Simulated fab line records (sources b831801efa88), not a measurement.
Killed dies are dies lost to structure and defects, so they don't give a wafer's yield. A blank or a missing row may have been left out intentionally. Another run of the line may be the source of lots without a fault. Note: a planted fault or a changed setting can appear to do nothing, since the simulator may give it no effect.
fab line records | flow gf180mcu
record lots=5 wafers=15 lastDay=34
route steps=602 shown STI@27 DNWELL@32 NWELL@42 LVPWELL@54
lots that met no fault: taken from a fault-free run of the same line
startH: the number of hours between the record's first day and the start of the first shown wafer of the lot | waitH: how many hours have passed since the lot's step before this one | " unchanged from the row above | L1.1+2: one row covering several wafers at once | - no value present, or no start provided | * or withheld: withheld | < > ~ a bound
route shown NAME@n: NAME is a module with steps in the file, n the number in the route of the first one | usual: mean/standard deviation of fault-free wafers | same: alike in all rows | chamber/n: place in a boat | sites: readings site by site | _std_site: standard deviation of those values | _edge_site: mean of outer sites minus mean of inner sites | radiusMm: for every site, how far away it sits from the centre of the wafer | mask NAME#n: copy n | behind: the tool/chamber that last shaped the wafer | hold: what put the lot on hold/how long, in hours/how the hold closed | device: transistor that didn't switch, given as n, p or np | end of line: the tests these same wafers got at the end of their route | where a step has no rows: the recipe by itself | killed: the dies lost at the first sort to structure and to defects; this is not the yield of the wafer | map: the dies of a wafer, with x for killed, . for not killed, _ for no die there
set.NAME: setting as actually run; set.NAME@STEP: the setting as run at that earlier step | model.NAME: the simulator's own value behind a step, which no gauge read
a table for each step, a row for each wafer; lots at some steps of the route
services: the hour from which a tool's chamber was out of use, counted from the record's first day as startH (under 0 if before that day), plus the number of hours and why
## steps
# step GF_STI_WET_ETCH_26
# recipe chemistry=dHF targetDepthNm=94 target=SiO2 tempC=25 dilution=10:1 timeS=188
# columns lot.wafer tool chamber startH waitH
L075.1+3+6 wetBench-04 2 36.19 0.1
L080.2+4+6 wetBench-04 0 61.69 0.2
L086.2+3+6 wetBench-02 2 89.79 0.1
L094.3+4+5 wetBench-04 2 130.82 0.1
L096.2+4+6 wetBench-02 2 141.62 0.1
# step GF_STI_WET_ETCH_27
# recipe chemistry=H3PO4 targetDepthNm=160 target=Si3N4 tempC=160.9 timeS=1825
# columns lot.wafer tool chamber startH waitH
L075.1+3+6 wetBench-03 0 36.25 0.0
L080.2+4+6 wetBench-03 1 61.75 0.0
L086.2+3+6 wetBench-03 3 89.92 0.0
L094.3+4+5 wetBench-02 2 130.89 0.0
L096.2+4+6 wetBench-03 0 141.68 0.0
# step GF_STI_WET_ETCH_28
# recipe chemistry=dHF targetDepthNm=20 dry=ipaMarangoni target=SiO2 tempC=25 dilution=10:1 timeS=40
# columns lot.wafer tool chamber startH waitH
L075.1+3+6 wetBench-04 3 37.28 0.0
L080.2+4+6 wetBench-02 0 62.41 0.0
L086.2+3+6 wetBench-04 0 90.43 0.0
L094.3+4+5 wetBench-03 2 131.45 0.0
L096.2+4+6 wetBench-04 2 142.19 0.0
# step GF_STI_OXIDATION_29
# recipe tempC=900 ambient=O2 stabiliseS=600 purgeS=300 targetThkA=100 oxTimeS=1418
# usual zonePowerBottomPct=22.1/1.3
# columns lot.wafer tool chamber startH waitH zonePowerBottomPct
L075.1 furnace-02 0 39.48 2.2 21.4
L075.3 " 0 " " 21.4
L075.6 " 0 " " 21.3
L080.2 furnace-02 0 62.45 0.0 21.5
L080.4 " 0 " " 21.2
L080.6 " 0 " " 20.9
L086.2 furnace-02 0 92.11 1.7 21.3
L086.3 " 0 " " 21.4
L086.6 " 0 " " 21.1
L094.3 furnace-02 0 131.47 0.0 21.6
L094.4 " 0 " " 21.4
L094.5 " 0 " " 21.6
L096.2 furnace-02 0 142.21 0.0 21.4
L096.4 " 0 " " 21.5
L096.6 " 0 " " 21.6
# step GF_STI_THK_MEAS_30
# recipe reads=SiO2_of_STI_OXIDATION_29
# usual STI_OXIDATION_02_THK=9.97/0.18
# columns lot.wafer tool chamber startH waitH STI_OXIDATION_02_THK[nm]
L075.1 filmMetro-04 - 40.88 0.0 9.96
L075.3 " - " " 9.99
L075.6 " - " " 9.81
L080.2 filmMetro-04 - 63.86 0.0 10.02
L080.4 " - " " 10.11
L080.6 " - " " 10.21
L086.2 filmMetro-02 - 93.52 0.0 9.86
L086.3 " - " " 10.26
L086.6 " - " " 9.81
L094.3 filmMetro-04 - 132.88 0.0 9.91
L094.4 " - " " 9.90
L094.5 " - " " 9.89
L096.2 filmMetro-04 - 143.62 0.0 9.85
L096.4 " - " " 9.89
L096.6 " - " " 9.94
# step GF_DNWELL_DEHYDRATE_00
# recipe tempC=200 timeS=60
# usual heaterPowerTotalW=160.36/0.13 resistLineTempC=23.02/0.1
# columns lot.wafer tool chamber startH waitH heaterPowerTotalW resistLineTempC
L075.1 lithoTrack-03 0 45.69 4.8 160.31 23.04
L075.3 " 0 " " 160.39 23.19
L075.6 " 0 " " 160.13 22.99
L080.2 lithoTrack-03 0 70.17 6.3 160.18 22.95
L080.4 " 0 " " 160.26 22.88
L080.6 " 0 " " 160.30 22.97
L086.2 lithoTrack-03 0 100.32 6.8 160.17 23.04
L086.3 " 0 " " 160.29 23.00
L086.6 " 0 " " 160.14 22.89
L094.3 lithoTrack-04 0 139.79 6.9 160.38 23.00
L094.4 " 0 " " 160.27 23.07
L094.5 " 0 " " 160.49 23.24
L096.2 lithoTrack-04 0 151.12 7.5 160.42 23.07
L096.4 " 0 " " 160.37 23.06
L096.6 " 0 " " 160.21 23.00
# step GF_DNWELL_HMDS_01
# recipe primeTimeS=60 primeTempC=120
# usual resistLineTempC=22.98/0.098
# columns lot.wafer tool chamber startH waitH resistLineTempC
L075.1 lithoTrack-03 0 45.84 0.1 22.85
L075.3 " 0 " " 22.85
L075.6 " 0 " " 23.01
L080.2 lithoTrack-03 0 70.32 0.1 22.88
L080.4 " 0 " " 23.04
L080.6 " 0 " " 22.96
L086.2 lithoTrack-03 0 100.47 0.1 22.91
L086.3 " 0 " " 22.85
L086.6 " 0 " " 22.94
L094.3 lithoTrack-04 0 139.94 0.1 22.93
L094.4 " 0 " " 23.01
L094.5 " 0 " " 23.07
L096.2 lithoTrack-04 0 151.27 0.1 23.11
L096.4 " 0 " " 23.03
L096.6 " 0 " " 23.00
# step GF_DNWELL_COAT_02
# recipe spinRpm=2000 resistThkNm=3000
# usual resistLineTempC=22.97/0.096
# columns lot.wafer tool chamber startH waitH resistLineTempC
L075.1 lithoTrack-03 0 45.99 0.1 22.84
L075.3 " 0 " " 23.07
L075.6 " 0 " " 22.97
L080.2 lithoTrack-03 0 70.47 0.1 23.08
L080.4 " 0 " " 23.19
L080.6 " 0 " " 23.08
L086.2 lithoTrack-03 0 100.62 0.1 22.90
L086.3 " 0 " " 22.97
L086.6 " 0 " " 23.15
L094.3 lithoTrack-04 0 140.09 0.1 23.06
L094.4 " 0 " " 23.02
L094.5 " 0 " " 23.03
L096.2 lithoTrack-04 0 151.42 0.1 22.94
L096.4 " 0 " " 22.72
L096.6 " 0 " " 22.97
# step GF_DNWELL_SOFTBAKE_03
# recipe tempC=110 timeS=withheld
# usual heaterPowerTotalW=65.31/0.13 resistLineTempC=23.02/0.11
# columns lot.wafer tool chamber startH waitH heaterPowerTotalW resistLineTempC
L075.1 lithoTrack-03 0 46.14 0.1 65.21 23.02
L075.3 " 0 " " 65.30 23.07
L075.6 " 0 " " 65.10 22.93
L080.2 lithoTrack-03 0 70.63 0.1 65.35 22.79
L080.4 " 0 " " 65.31 22.99
L080.6 " 0 " " 65.18 22.90
L086.2 lithoTrack-03 0 100.78 0.1 65.29 23.10
L086.3 " 0 " " 65.15 23.07
L086.6 " 0 " " 65.12 22.97
L094.3 lithoTrack-04 0 140.26 0.1 65.12 22.87
L094.4 " 0 " " 65.42 22.97
L094.5 " 0 " " 65.37 22.82
L096.2 lithoTrack-04 0 151.57 0.1 65.25 23.09
L096.4 " 0 " " 65.41 23.16
L096.6 " 0 " " 65.17 23.16
# step GF_DNWELL_EXPOSE_04
# recipe maskId=DNWELL targetCdNm=1700 na=0.6 sourceShape=conventional sigmaOuter=0.6 doseMj=260
# same na=0.6
# columns lot.wafer tool chamber startH waitH mask
L075.1+3+6 ilineStepper-01 0 - - DNWELL#0
L080.2+4+6 ilineStepper-01 0 - - DNWELL#0
L086.2+3+6 ilineStepper-02 0 - - DNWELL#0
L094.3+4+5 ilineStepper-02 0 - - DNWELL#0
L096.2+4+6 ilineStepper-01 0 - - DNWELL#0
# step GF_DNWELL_PEB_05
# recipe tempC=115 timeS=withheld
# usual heaterPowerTotalW=69.36/0.12 resistLineTempC=23.02/0.1
# columns lot.wafer tool chamber startH waitH heaterPowerTotalW resistLineTempC
L075.1 lithoTrack-02 0 - - 69.44 22.88
L075.3 " 0 " " 69.45 23.04
L075.6 " 0 " " 69.31 22.85
L080.2 lithoTrack-03 0 - - 69.29 23.10
L080.4 " 0 " " 69.49 23.04
L080.6 " 0 " " 69.36 23.14
L086.2 lithoTrack-04 0 - - 69.51 23.16
L086.3 " 0 " " 69.53 23.19
L086.6 " 0 " " 69.22 23.16
L094.3 lithoTrack-02 0 - - 69.36 23.10
L094.4 " 0 " " 69.52 22.99
L094.5 " 0 " " 69.51 23.03
L096.2 lithoTrack-03 0 - - 69.53 23.02
L096.4 " 0 " " 69.31 23.02
L096.6 " 0 " " 69.50 23.03
# step GF_DNWELL_DEVELOP_06
# recipe wallAngleDeg=90 developTimeS=60 devTempC=23
# usual developerTempC=23.01/0.11 resistLineTempC=22.99/0.11
# columns lot.wafer tool chamber startH waitH developerTempC resistLineTempC
L075.1 lithoTrack-02 0 - - 22.97 23.05
L075.3 " 0 " " 22.98 22.80
L075.6 " 0 " " 22.99 22.93
L080.2 lithoTrack-03 0 - - 23.02 22.93
L080.4 " 0 " " 22.92 23.02
L080.6 " 0 " " 22.90 23.08
L086.2 lithoTrack-04 0 - - 22.98 23.11
L086.3 " 0 " " 23.01 23.18
L086.6 " 0 " " 22.97 23.21
L094.3 lithoTrack-02 0 - - 23.10 23.02
L094.4 " 0 " " 23.07 23.02
L094.5 " 0 " " 22.86 22.87
L096.2 lithoTrack-03 0 - - 23.21 22.86
L096.4 " 0 " " 23.03 22.86
L096.6 " 0 " " 23.09 22.91
# step GF_DNWELL_IMPLANT_07
# recipe species=P energyKev=1500 doseCm2=1e+13 tiltDeg=0
# usual beamEnergyKeV=1500.1/0.5 beamOnS=10.00/0.19
# columns lot.wafer tool chamber startH waitH beamEnergyKeV beamOnS
L075.1 implanter-01 0 52.47 - 1499.4 9.91
L075.3 " 0 " " 1499.5 10.18
L075.6 " 0 " " 1499.1 10.14
L080.2 implanter-04 0 76.72 - 1500.4 9.39
L080.4 " 0 " " 1500.2 9.90
L080.6 " 0 " " 1500.9 10.04
L086.2 implanter-04 0 107.42 - 1499.5 9.92
L086.3 " 0 " " 1499.6 9.89
L086.6 " 0 " " 1500.2 9.81
L094.3 implanter-01 0 148.67 - 1500.7 10.17
L094.4 " 0 " " 1500.5 10.45
L094.5 " 0 " " 1500.6 9.88
L096.2 implanter-01 0 159.42 - 1499.2 10.08
L096.4 " 0 " " 1500.1 9.93
L096.6 " 0 " " 1500.4 10.01
# step GF_DNWELL_STRIP_08
# recipe chemistry=O2/N2 powerW=1400 pressureMtorr=1500 platenTempC=250 o2FlowSccm=3000 n2FlowSccm=300 overashFraction=0.5
# usual drypumpMotorCurrentA=5.7/0.48 heaterPowerW=345/52 oesProductAu=0.723/0.0046 stripTimeToEndpointS=36.95/0.097
# columns lot.wafer tool chamber startH waitH drypumpMotorCurrentA heaterPowerW oesProductAu rfHoursCounterH stripTimeToEndpointS
L075.1 plasmaAsher-02 1 52.62 0.1 6.2 305 0.728 41 36.76
L075.3 " 0 " " 6.1 306 0.730 - 36.85
L075.6 " 0 " " 6.1 306 0.722 - 36.81
L080.2 plasmaAsher-03 1 76.84 0.1 5.5 350 0.725 44 37.13
L080.4 " 0 " " 6.6 285 0.723 - 37.03
L080.6 " 0 " " 6.6 297 0.711 - 36.93
L086.2 plasmaAsher-04 1 107.54 0.1 5.2 306 0.724 44 36.94
L086.3 " 1 " " 5.2 308 0.725 - 36.99
L086.6 " 1 " " 5.2 309 0.721 - 36.99
L094.3 plasmaAsher-02 0 148.80 0.1 6.0 316 0.721 - 36.94
L094.4 " 1 " " 6.2 320 0.731 - 37.04
L094.5 " 0 " " 6.0 316 0.726 - 36.88
L096.2 plasmaAsher-02 0 159.54 0.1 6.0 319 0.720 4 36.97
L096.4 " 1 " " 6.2 326 0.728 - 36.97
L096.6 " 0 " " 6.0 321 0.724 - 36.93
# step GF_DNWELL_TW_MEAS_09
# usual DNWELL_TW=1346/16
# columns lot.wafer tool chamber startH waitH DNWELL_TW
L075.1 filmMetro-04 - 52.72 0.1 1339
L075.3 " - " " 1343
L075.6 " - " " 1349
L080.2 filmMetro-04 - 76.95 0.1 1341
L080.4 " - " " 1338
L080.6 " - " " 1335
L086.2 filmMetro-01 - 107.65 0.1 1358
L086.3 " - " " 1367
L086.6 " - " " 1368
L094.3 filmMetro-03 - 148.89 0.1 1324
L094.4 " - " " 1322
L094.5 " - " " 1315
L096.2 filmMetro-01 - 159.65 0.1 1349
L096.4 " - " " 1352
L096.6 " - " " 1363
# step GF_NWELL_DEHYDRATE_00
# recipe tempC=200 timeS=60
# usual heaterPowerTotalW=160.38/0.13 resistLineTempC=22.98/0.12
# columns lot.wafer tool chamber startH waitH heaterPowerTotalW resistLineTempC
L075.1 lithoTrack-04 0 58.49 5.8 160.38 22.97
L075.3 " 0 " " 160.42 22.98
L075.6 " 0 " " 160.30 23.04
L080.2 lithoTrack-03 0 83.32 6.4 160.56 23.05
L080.4 " 0 " " 160.30 23.23
L080.6 " 0 " " 160.24 23.06
L086.2 lithoTrack-04 0 114.47 6.8 160.25 23.11
L086.3 " 0 " " 160.36 22.88
L086.6 " 0 " " 160.49 22.84
L094.3 lithoTrack-01 0 156.16 7.3 160.24 22.85
L094.4 " 0 " " 160.57 22.95
L094.5 " 0 " " 160.40 22.77
L096.2 lithoTrack-03 0 167.07 7.4 160.24 22.86
L096.4 " 0 " " 160.38 22.99
L096.6 " 0 " " 160.56 22.90
# step GF_NWELL_HMDS_01
# recipe primeTimeS=60 primeTempC=120
# usual resistLineTempC=22.99/0.094
# columns lot.wafer tool chamber startH waitH resistLineTempC
L075.1 lithoTrack-04 0 58.64 0.1 23.03
L075.3 " 0 " " 23.10
L075.6 " 0 " " 23.05
L080.2 lithoTrack-03 0 83.47 0.1 22.95
L080.4 " 0 " " 23.06
L080.6 " 0 " " 23.02
L086.2 lithoTrack-04 0 114.62 0.1 22.99
L086.3 " 0 " " 22.90
L086.6 " 0 " " 22.95
L094.3 lithoTrack-01 0 156.31 0.1 23.08
L094.4 " 0 " " 22.97
L094.5 " 0 " " 23.01
L096.2 lithoTrack-03 0 167.22 0.1 23.06
L096.4 " 0 " " 23.05
L096.6 " 0 " " 22.93
# step GF_NWELL_COAT_02
# recipe spinRpm=2000 resistThkNm=3000
# usual resistLineTempC=22.98/0.095
# columns lot.wafer tool chamber startH waitH resistLineTempC
L075.1 lithoTrack-04 0 58.79 0.1 22.97
L075.3 " 0 " " 22.86
L075.6 " 0 " " 23.00
L080.2 lithoTrack-03 0 83.62 0.1 23.06
L080.4 " 0 " " 23.02
L080.6 " 0 " " 22.98
L086.2 lithoTrack-04 0 114.77 0.1 22.99
L086.3 " 0 " " 23.10
L086.6 " 0 " " 23.08
L094.3 lithoTrack-01 0 156.46 0.1 22.97
L094.4 " 0 " " 22.87
L094.5 " 0 " " 22.88
L096.2 lithoTrack-03 0 167.37 0.1 22.91
L096.4 " 0 " " 23.00
L096.6 " 0 " " 22.97
# step GF_NWELL_SOFTBAKE_03
# recipe tempC=110 timeS=withheld
# usual heaterPowerTotalW=65.31/0.13 resistLineTempC=23.00/0.11
# columns lot.wafer tool chamber startH waitH heaterPowerTotalW resistLineTempC
L075.1 lithoTrack-04 0 58.94 0.1 65.03 22.84
L075.3 " 0 " " 65.56 23.05
L075.6 " 0 " " 65.51 22.91
L080.2 lithoTrack-03 0 83.78 0.1 65.20 22.80
L080.4 " 0 " " 65.42 22.80
L080.6 " 0 " " 65.30 22.88
L086.2 lithoTrack-04 0 114.92 0.1 65.17 23.06
L086.3 " 0 " " 65.44 22.88
L086.6 " 0 " " 65.37 22.91
L094.3 lithoTrack-01 0 156.63 0.1 65.10 23.15
L094.4 " 0 " " 65.39 23.22
L094.5 " 0 " " 65.37 23.27
L096.2 lithoTrack-03 0 167.53 0.1 65.18 22.94
L096.4 " 0 " " 65.18 23.13
L096.6 " 0 " " 65.42 23.02
# step GF_NWELL_EXPOSE_04
# recipe maskId=Nwell targetCdNm=860 na=0.6 sourceShape=conventional sigmaOuter=0.6 doseMj=260
# same na=0.6
# columns lot.wafer tool chamber startH waitH mask
L075.1+3+6 ilineStepper-01 0 - - Nwell#0
L080.2+4+6 ilineStepper-01 0 - - Nwell#0
L086.2+3+6 ilineStepper-01 0 - - Nwell#0
L094.3+4+5 ilineStepper-02 0 - - Nwell#0
L096.2+4+6 ilineStepper-02 0 - - Nwell#0
# step GF_NWELL_PEB_05
# recipe tempC=115 timeS=withheld
# usual heaterPowerTotalW=69.33/0.13 resistLineTempC=23.00/0.11
# columns lot.wafer tool chamber startH waitH heaterPowerTotalW resistLineTempC
L075.1 lithoTrack-04 0 - - 69.28 22.88
L075.3 " 0 " " 69.32 23.06
L075.6 " 0 " " 69.49 22.97
L080.2 lithoTrack-01 0 - - 69.11 22.84
L080.4 " 0 " " 69.39 22.69
L080.6 " 0 " " 69.17 22.88
L086.2 lithoTrack-03 0 - - 69.37 23.00
L086.3 " 0 " " 69.46 23.05
L086.6 " 0 " " 69.39 23.17
L094.3 lithoTrack-04 0 - - 69.21 22.83
L094.4 " 0 " " 69.49 22.93
L094.5 " 0 " " 69.50 23.01
L096.2 lithoTrack-04 0 - - 69.53 23.03
L096.4 " 0 " " 69.17 23.09
L096.6 " 0 " " 69.22 22.89
# step GF_NWELL_DEVELOP_06
# recipe wallAngleDeg=90 developTimeS=60 devTempC=23
# usual developerTempC=23.01/0.12 resistLineTempC=22.99/0.12
# columns lot.wafer tool chamber startH waitH developerTempC resistLineTempC
L075.1 lithoTrack-04 0 - - 23.17 22.95
L075.3 " 0 " " 23.02 22.99
L075.6 " 0 " " 23.07 22.81
L080.2 lithoTrack-01 0 - - 23.14 23.14
L080.4 " 0 " " 23.08 23.22
L080.6 " 0 " " 23.02 23.19
L086.2 lithoTrack-03 0 - - 23.01 22.97
L086.3 " 0 " " 23.06 22.91
L086.6 " 0 " " 23.00 22.77
L094.3 lithoTrack-04 0 - - 22.88 23.10
L094.4 " 0 " " 22.91 22.88
L094.5 " 0 " " 23.14 23.03
L096.2 lithoTrack-04 0 - - 22.80 23.02
L096.4 " 0 " " 22.88 22.98
L096.6 " 0 " " 22.98 22.92
# step GF_NWELL_OVL_MEAS_07
# usual NWELL_OVL=1.3/1.5
# columns lot.wafer tool chamber startH waitH NWELL_OVL[nm]
L075.1 overlay-02 - 65.09 - -1.2
L075.3 " - " " 2.0
L075.6 " - " " 0.9
L080.2 overlay-01 - 90.77 - 2.3
L080.4 " - " " 0.8
L080.6 " - " " 1.9
L086.2 overlay-02 - 122.50 - 3.5
L086.3 " - " " 3.7
L086.6 " - " " 3.8
L094.3 overlay-01 - 164.80 - 1.9
L094.4 " - " " 2.0
L094.5 " - " " 2.7
L096.2 overlay-01 - 175.40 - -0.1
L096.4 " - " " 1.8
L096.6 " - " " 0.5
# step GF_NWELL_IMPLANT_08
# recipe species=P energyKev=450 doseCm2=1.5e+13 tiltDeg=0
# usual beamEnergyKeV=450.00/0.15 beamOnS=10.00/0.21
# columns lot.wafer tool chamber startH waitH beamEnergyKeV beamOnS
L075.1 implanter-01 0 65.13 0.0 450.12 10.17
L075.3 " 0 " " 449.97 10.23
L075.6 " 0 " " 449.96 9.74
L080.2 implanter-02 0 90.82 0.0 450.19 9.57
L080.4 " 0 " " 449.86 10.31
L080.6 " 0 " " 450.00 10.04
L086.2 implanter-02 0 122.55 0.0 449.69 10.36
L086.3 " 0 " " 449.87 10.06
L086.6 " 0 " " 449.73 9.79
L094.3 implanter-04 0 164.88 0.1 449.87 9.80
L094.4 " 0 " " 449.80 10.40
L094.5 " 0 " " 449.81 10.10
L096.2 implanter-02 0 175.45 0.0 449.83 10.06
L096.4 " 0 " " 450.20 9.96
L096.6 " 0 " " 450.12 10.22
# step GF_NWELL_IMPLANT_09
# recipe species=P energyKev=160 doseCm2=4e+12 tiltDeg=0
# usual beamEnergyKeV=160.00/0.046 beamOnS=10.01/0.21
# columns lot.wafer tool chamber startH waitH beamEnergyKeV beamOnS
L075.1 implanter-01 0 65.28 0.1 159.90 10.04
L075.3 " 0 " " 159.94 10.00
L075.6 " 0 " " 159.86 10.21
L080.2 implanter-02 0 90.97 0.1 160.03 9.77
L080.4 " 0 " " 160.01 9.89
L080.6 " 0 " " 160.02 10.25
L086.2 implanter-02 0 122.70 0.1 160.05 10.25
L086.3 " 0 " " 160.03 10.15
L086.6 " 0 " " 160.05 10.35
L094.3 implanter-04 0 165.03 0.1 160.07 10.04
L094.4 " 0 " " 160.03 9.78
L094.5 " 0 " " 160.08 9.52
L096.2 implanter-02 0 175.60 0.1 159.94 9.95
L096.4 " 0 " " 159.92 9.87
L096.6 " 0 " " 160.05 9.94
# step GF_NWELL_STRIP_10
# recipe chemistry=O2/N2 powerW=1400 pressureMtorr=1500 platenTempC=250 o2FlowSccm=3000 n2FlowSccm=300 overashFraction=0.5
# usual drypumpMotorCurrentA=6.0/0.35 heaterPowerW=312/19 oesProductAu=0.723/0.0048 stripTimeToEndpointS=36.92/0.084
# columns lot.wafer tool chamber startH waitH drypumpMotorCurrentA heaterPowerW oesProductAu rfHoursCounterH stripTimeToEndpointS
L075.1 plasmaAsher-01 0 65.43 0.1 6.0 303 0.732 25 36.93
L075.3 " 0 " " 6.0 300 0.722 - 36.86
L075.6 " 1 " " 5.6 302 0.713 - 36.95
L080.2 plasmaAsher-01 0 91.10 0.1 6.0 296 0.718 28 37.06
L080.4 " 1 " " 5.6 303 0.719 - 36.97
L080.6 " 1 " " 5.6 309 0.725 - 36.96
L086.2 plasmaAsher-01 0 122.83 0.1 6.0 303 0.718 31 36.86
L086.3 " 1 " " 5.6 310 0.724 - 36.94
L086.6 " 0 " " 6.0 301 0.730 - 36.83
L094.3 plasmaAsher-01 1 165.16 0.1 5.6 301 0.716 - 36.85
L094.4 " 0 " " 6.0 302 0.724 - 36.92
L094.5 " 0 " " 6.0 298 0.725 - 36.96
L096.2 plasmaAsher-02 1 175.73 0.1 6.2 320 0.724 6 37.01
L096.4 " 1 " " 6.2 324 0.722 - 36.99
L096.6 " 0 " " 6.0 320 0.725 - 36.98
# step GF_NWELL_TW_MEAS_11
# usual NWELL_TW=1573/14
# columns lot.wafer tool chamber startH waitH NWELL_TW
L075.1 filmMetro-01 - 65.53 0.1 1588
L075.3 " - " " 1589
L075.6 " - " " 1579
L080.2 filmMetro-02 - 91.21 0.1 1561
L080.4 " - " " 1557
L080.6 " - " " 1566
L086.2 filmMetro-03 - 122.94 0.1 1559
L086.3 " - " " 1551
L086.6 " - " " 1554
L094.3 filmMetro-01 - 165.25 0.1 1589
L094.4 " - " " 1583
L094.5 " - " " 1589
L096.2 filmMetro-03 - 175.84 0.1 1558
L096.4 " - " " 1557
L096.6 " - " " 1560
# step GF_LVPWELL_DEHYDRATE_00
# recipe tempC=200 timeS=60
# usual heaterPowerTotalW=160.39/0.13 resistLineTempC=23.00/0.1
# columns lot.wafer tool chamber startH waitH heaterPowerTotalW resistLineTempC
L075.1 lithoTrack-01 0 71.56 6.0 160.51 22.90
L075.3 " 0 " " 160.53 22.92
L075.6 " 0 " " 160.34 22.91
L080.2 lithoTrack-04 0 97.92 6.7 160.26 22.99
L080.4 " 0 " " 160.52 23.08
L080.6 " 0 " " 160.50 22.94
L086.2 lithoTrack-02 0 130.24 7.3 160.35 23.14
L086.3 " 0 " " 160.42 22.97
L086.6 " 0 " " 160.12 23.03
L094.3 lithoTrack-04 0 172.79 7.5 160.60 22.96
L094.4 " 0 " " 160.30 23.02
L094.5 " 0 " " 160.45 23.09
L096.2 lithoTrack-02 0 183.09 7.2 160.36 22.91
L096.4 " 0 " " 160.37 22.90
L096.6 " 0 " " 160.56 22.97
# step GF_LVPWELL_HMDS_01
# recipe primeTimeS=60 primeTempC=120
# usual resistLineTempC=22.97/0.092
# columns lot.wafer tool chamber startH waitH resistLineTempC
L075.1 lithoTrack-01 0 71.71 0.1 22.82
L075.3 " 0 " " 23.07
L075.6 " 0 " " 22.96
L080.2 lithoTrack-04 0 98.07 0.1 22.98
L080.4 " 0 " " 22.97
L080.6 " 0 " " 22.87
L086.2 lithoTrack-02 0 130.39 0.1 22.90
L086.3 " 0 " " 22.75
L086.6 " 0 " " 23.06
L094.3 lithoTrack-04 0 172.94 0.1 22.83
L094.4 " 0 " " 22.87
L094.5 " 0 " " 22.92
L096.2 lithoTrack-02 0 183.24 0.1 23.05
L096.4 " 0 " " 23.10
L096.6 " 0 " " 22.95
# step GF_LVPWELL_COAT_02
# recipe spinRpm=2000 resistThkNm=3000
# usual resistLineTempC=23.01/0.098
# columns lot.wafer tool chamber startH waitH resistLineTempC
L075.1 lithoTrack-01 0 71.86 0.1 23.01
L075.3 " 0 " " 22.98
L075.6 " 0 " " 23.07
L080.2 lithoTrack-04 0 98.22 0.1 22.98
L080.4 " 0 " " 23.24
L080.6 " 0 " " 23.02
L086.2 lithoTrack-02 0 130.54 0.1 23.02
L086.3 " 0 " " 23.14
L086.6 " 0 " " 23.09
L094.3 lithoTrack-04 0 173.09 0.1 23.09
L094.4 " 0 " " 23.09
L094.5 " 0 " " 23.18
L096.2 lithoTrack-02 0 183.39 0.1 23.01
L096.4 " 0 " " 22.98
L096.6 " 0 " " 22.94
# step GF_LVPWELL_SOFTBAKE_03
# recipe tempC=110 timeS=withheld
# usual heaterPowerTotalW=65.31/0.14 resistLineTempC=23.03/0.1
# columns lot.wafer tool chamber startH waitH heaterPowerTotalW resistLineTempC
L075.1 lithoTrack-01 0 72.01 0.1 65.51 22.76
L075.3 " 0 " " 65.13 22.84
L075.6 " 0 " " 65.35 22.91
L080.2 lithoTrack-04 0 98.37 0.1 65.18 22.93
L080.4 " 0 " " 65.24 22.88
L080.6 " 0 " " 65.34 22.99
L086.2 lithoTrack-02 0 130.70 0.1 65.57 23.08
L086.3 " 0 " " 65.16 23.07
L086.6 " 0 " " 65.46 23.03
L094.3 lithoTrack-04 0 173.26 0.1 65.18 22.74
L094.4 " 0 " " 65.12 23.08
L094.5 " 0 " " 65.32 22.97
L096.2 lithoTrack-02 0 183.55 0.1 65.10 22.93
L096.4 " 0 " " 65.22 23.04
L096.6 " 0 " " 65.12 23.00
# step GF_LVPWELL_EXPOSE_04
# recipe maskId=LVPWELL targetCdNm=600 na=0.6 sourceShape=conventional sigmaOuter=0.6 doseMj=260
# same na=0.6
# columns lot.wafer tool chamber startH waitH mask
L075.1+3+6 ilineStepper-01 0 - - LVPWELL#0
L080.2+4+6 ilineStepper-02 0 - - LVPWELL#0
L086.2+3+6 ilineStepper-01 0 - - LVPWELL#0
L094.3+4+5 ilineStepper-01 0 - - LVPWELL#0
L096.2+4+6 ilineStepper-01 0 - - LVPWELL#0
# step GF_LVPWELL_PEB_05
# recipe tempC=115 timeS=withheld
# usual heaterPowerTotalW=69.34/0.13 resistLineTempC=23.01/0.093
# columns lot.wafer tool chamber startH waitH heaterPowerTotalW resistLineTempC
L075.1 lithoTrack-01 0 - - 69.32 23.11
L075.3 " 0 " " 69.32 23.18
L075.6 " 0 " " 69.49 23.18
L080.2 lithoTrack-02 0 - - 69.20 23.03
L080.4 " 0 " " 69.34 23.09
L080.6 " 0 " " 69.45 23.19
L086.2 lithoTrack-01 0 - - 69.37 23.01
L086.3 " 0 " " 69.41 23.10
L086.6 " 0 " " 69.42 23.07
L094.3 lithoTrack-01 0 - - 69.38 23.16
L094.4 " 0 " " 69.22 23.08
L094.5 " 0 " " 69.50 23.02
L096.2 lithoTrack-01 0 - - 69.30 23.06
L096.4 " 0 " " 69.21 22.94
L096.6 " 0 " " 69.44 22.94
# step GF_LVPWELL_DEVELOP_06
# recipe wallAngleDeg=90 developTimeS=60 devTempC=23
# usual developerTempC=22.98/0.11 resistLineTempC=23.03/0.098
# columns lot.wafer tool chamber startH waitH developerTempC resistLineTempC
L075.1 lithoTrack-01 0 - - 22.91 22.93
L075.3 " 0 " " 22.82 23.09
L075.6 " 0 " " 22.78 23.16
L080.2 lithoTrack-02 0 - - 23.05 22.96
L080.4 " 0 " " 22.93 22.94
L080.6 " 0 " " 23.04 22.98
L086.2 lithoTrack-01 0 - - 22.91 23.07
L086.3 " 0 " " 23.15 22.99
L086.6 " 0 " " 22.74 22.99
L094.3 lithoTrack-01 0 - - 22.97 22.96
L094.4 " 0 " " 23.00 22.93
L094.5 " 0 " " 22.95 22.97
L096.2 lithoTrack-01 0 - - 23.19 22.93
L096.4 " 0 " " 23.01 22.98
L096.6 " 0 " " 23.05 22.97
## services
# columns tool chamber startH hours kind
ilineStepper-01 - 47.32 1.7 pm
lithoTrack-04 - 64.28 - consumableReplace:filter
ilineStepper-02 0 70.59 - calibration
implanter-02 - 85.52 2.4 repair
ilineStepper-02 - 91.38 0.5 repair
implanter-01 - 92.76 3.9 repair
plasmaAsher-01 - 99.63 1.3 repair
ilineStepper-01 0 102.50 - calibration
implanter-01 - 104.95 3.9 pm
plasmaAsher-02 - 108.75 9.0 pm
plasmaAsher-02 0 108.75 9.0 ventCycle
plasmaAsher-02 1 108.75 9.0 ventCycle
implanter-02 - 109.59 10.5 repair
plasmaAsher-02 0 117.75 - clean
plasmaAsher-02 1 117.75 - clean
wetBench-02 - 154.17 32.5 pm
plasmaAsher-04 - 157.13 12.0 repair
lithoTrack-03 - 168.68 - consumableReplace:filter
furnace-02 - 172.39 20.2 pm
plasmaAsher-04 - 187.13 13.8 repair
ilineStepper-01 - 187.78 - consumableReplace:lamp
## key
fault none
